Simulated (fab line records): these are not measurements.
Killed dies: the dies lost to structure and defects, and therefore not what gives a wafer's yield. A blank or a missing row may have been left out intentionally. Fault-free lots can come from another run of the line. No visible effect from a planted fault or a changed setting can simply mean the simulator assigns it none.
Which tool did it? | flow gf180mcu | 13 lots with 39 wafers sampled at 5 steps, on a route of 602 steps

WHAT EACH GAUGE READ, for each wafer
GF_NSD_OVL_MEAS_08. Usual: NSD_OVL -0.2 nm, standard deviation 1.4.
lot  | measured     | on         | NSD_OVL (nm)   | flag
L838 | day 13 06:28 | overlay-01 | -0.9 0.5 0.3   | 
L839 | day 13 15:58 | overlay-02 | -1.5 0.8 -0.2  | 
L840 | day 13 21:52 | overlay-02 | -1.3 -2.3 0.1  | 
L841 | day 14 05:01 | overlay-01 | -2.1 -0.4 0.8  | 
L844 | day 15 11:07 | overlay-02 | 0.3 -0.8 0.2   | 
L846 | day 16 16:09 | overlay-02 | -2.2 -1.1 -1.1 | 
L851 | day 18 05:31 | overlay-01 | -0.8 -1.1 -0.3 | 
L854 | day 19 01:01 | overlay-02 | -1.6 -0.8 -3.2 | 
L858 | day 20 07:01 | overlay-01 | 0.6 -2.9 -1.1  | 
L857 | day 20 07:55 | overlay-02 | -0.1 0.2 -1.0  | 
L859 | day 20 14:43 | overlay-02 | 0.6 -0.8 0.8   | 
L860 | day 20 19:16 | overlay-02 | 1.1 3.3 2.3    | 
L861 | day 21 04:16 | overlay-02 | 2.2 -0.2 0.2   | 

GF_PSD_CD_MEAS_07: target cd 400 nm. Usual: cdNm reads 399.2 nm (standard deviation 2.5).
lot  | measured     | on       | cdNm (nm)         | flag
L838 | day 14 01:34 | cdSem-01 | 399.7 399.0 396.9 | 
L839 | day 14 11:41 | cdSem-02 | 399.3 398.0 394.8 | 
L840 | day 14 18:20 | cdSem-01 | 401.1 400.9 401.4 | 
L841 | day 15 00:59 | cdSem-02 | 399.6 400.0 398.8 | 
L844 | day 16 08:59 | cdSem-01 | 404.1 404.1 402.6 | 
L846 | day 17 14:49 | cdSem-02 | 398.3 397.0 397.1 | 
L851 | day 19 05:22 | cdSem-02 | 398.7 398.4 397.1 | 
L854 | day 20 01:50 | cdSem-02 | 401.2 401.1 403.3 | 
L858 | day 21 07:07 | cdSem-02 | 398.4 398.5 398.8 | 
L857 | day 21 08:29 | cdSem-02 | 398.0 400.2 398.2 | 
L859 | day 21 14:50 | cdSem-01 | 396.0 394.6 394.7 | 
L860 | day 21 19:31 | cdSem-01 | 400.7 400.6 400.0 | 
L861 | day 22 04:26 | cdSem-02 | 399.0 399.4 400.3 | 

GF_SAB_THK_MEAS_01. Usual: SAB_CVD_00_THK 50.0 nm, standard deviation 0.66.
lot  | measured     | on           | SAB_CVD_00_THK (nm) | flag
L838 | day 14 02:25 | filmMetro-01 | 49.8 50.5 50.7      | 
L839 | day 14 12:34 | filmMetro-02 | 50.4 49.5 51.0      | 
L840 | day 14 19:12 | filmMetro-01 | 49.5 49.0 50.5      | 
L841 | day 15 01:51 | filmMetro-02 | 49.8 49.6 51.1      | 
L844 | day 16 09:55 | filmMetro-03 | 48.2 49.1 50.3      | 
L846 | day 17 15:40 | filmMetro-02 | 49.9 50.1 49.5      | 
L851 | day 19 06:13 | filmMetro-01 | 49.4 50.5 49.9      | 
L854 | day 20 02:40 | filmMetro-01 | 49.7 51.3 50.4      | 
L858 | day 21 07:58 | filmMetro-01 | 49.9 49.6 50.5      | 
L857 | day 21 09:19 | filmMetro-03 | 49.5 51.2 49.6      | 
L859 | day 21 15:42 | filmMetro-02 | 49.5 50.7 50.1      | 
L860 | day 21 20:22 | filmMetro-01 | 49.1 49.4 50.4      | 
L861 | day 22 05:16 | filmMetro-03 | 50.9 50.4 51.7      | 

GF_SAB_CD_MEAS_09: target cd 420 nm. Usual: cdNm reads 420.0 nm (standard deviation 2.4).
lot  | measured     | on       | cdNm (nm)                           | flag
L838 | day 14 23:19 | cdSem-01 | 423.2 421.1 422.7                   | 
L839 | day 15 09:44 | cdSem-02 | 418.5 420.5 418.5                   | 
L840 | day 15 16:23 | cdSem-01 | 419.4 418.5 419.9                   | 
L841 | day 15 22:50 | cdSem-02 | 420.1 421.1 419.9                   | 
L844 | day 17 08:49 | cdSem-01 | 448.2 448.2 447.1 448.0 448.7 447.5 | OFF
L846 | day 18 15:19 | cdSem-02 | 423.7 423.1 423.3                   | 
L851 | day 20 06:22 | cdSem-02 | 420.4 421.7 422.3                   | 
L854 | day 21 02:50 | cdSem-02 | 419.7 418.3 420.0                   | 
L858 | day 22 06:52 | cdSem-01 | 420.2 420.3 419.3                   | 
L857 | day 22 08:59 | cdSem-02 | 417.7 420.1 421.5                   | 
L859 | day 22 15:08 | cdSem-01 | 419.1 417.4 417.7                   | 
L860 | day 22 19:16 | cdSem-01 | 422.0 423.6 424.7                   | 
L861 | day 23 04:08 | cdSem-02 | 415.3 416.4 416.8                   | 

EACH LOT AND THE TOOL THAT RAN IT (in order: tool; ch and the chambers of the sampled wafers; start)
lot  | GF_SAB_EXPOSE_06
L838 | ilineStepper-01 ch 0, day 14 12:59
L839 | ilineStepper-01 ch 0, day 14 22:59
L840 | ilineStepper-02 ch 0, day 15 06:07
L841 | ilineStepper-02 ch 0, day 15 12:23
L844 | ilineStepper-02 ch 0, day 16 21:00
L846 | ilineStepper-02 ch 0, day 18 03:13
L851 | ilineStepper-01 ch 0, day 19 18:19
L854 | ilineStepper-01 ch 0, day 20 15:09
L858 | ilineStepper-02 ch 0, day 21 19:52
L857 | ilineStepper-01 ch 0, day 21 21:30
L859 | ilineStepper-02 ch 0, day 22 03:37
L860 | ilineStepper-02 ch 0, day 22 07:28
L861 | ilineStepper-01 ch 0, day 22 17:00
- GF_SAB_EXPOSE_06: exposes mask SAB, target cd 420 nm.

WHAT THE TOOLS THEMSELVES READ (means of the sampled wafers that have a number; where no wafer has one, the mark that the record gives instead)
The record holds no such reading with a usual standard deviation.

THE ANSWER, worked out from the rows above alone
Rule: a lot counts as off when the mean over its wafers that have a number is more than 3 standard deviations away from the usual mean. A lot without any number at a reading at which 4 lots or more have one is off too. Any other lot the step has rows for is counted as sound. The gauges are gone through in route order, then the tools' own readings, and for those a lot's mean is taken as printed above. The first step at which some lot is off is used, and at that step the reading that is off furthest; a lot without a number counts as furthest.
Off at GF_SAB_CD_MEAS_09 (cdNm): L844.
If a tool, at a process step before that reading, ran all the lots that are off and no sound lot after the first of them, it fits. Those tools and the gauges at GF_SAB_CD_MEAS_09 are tried in the same way. Not one of the candidates tried fits.

WHAT HAD BEEN PUT IN BY THE SIMULATOR
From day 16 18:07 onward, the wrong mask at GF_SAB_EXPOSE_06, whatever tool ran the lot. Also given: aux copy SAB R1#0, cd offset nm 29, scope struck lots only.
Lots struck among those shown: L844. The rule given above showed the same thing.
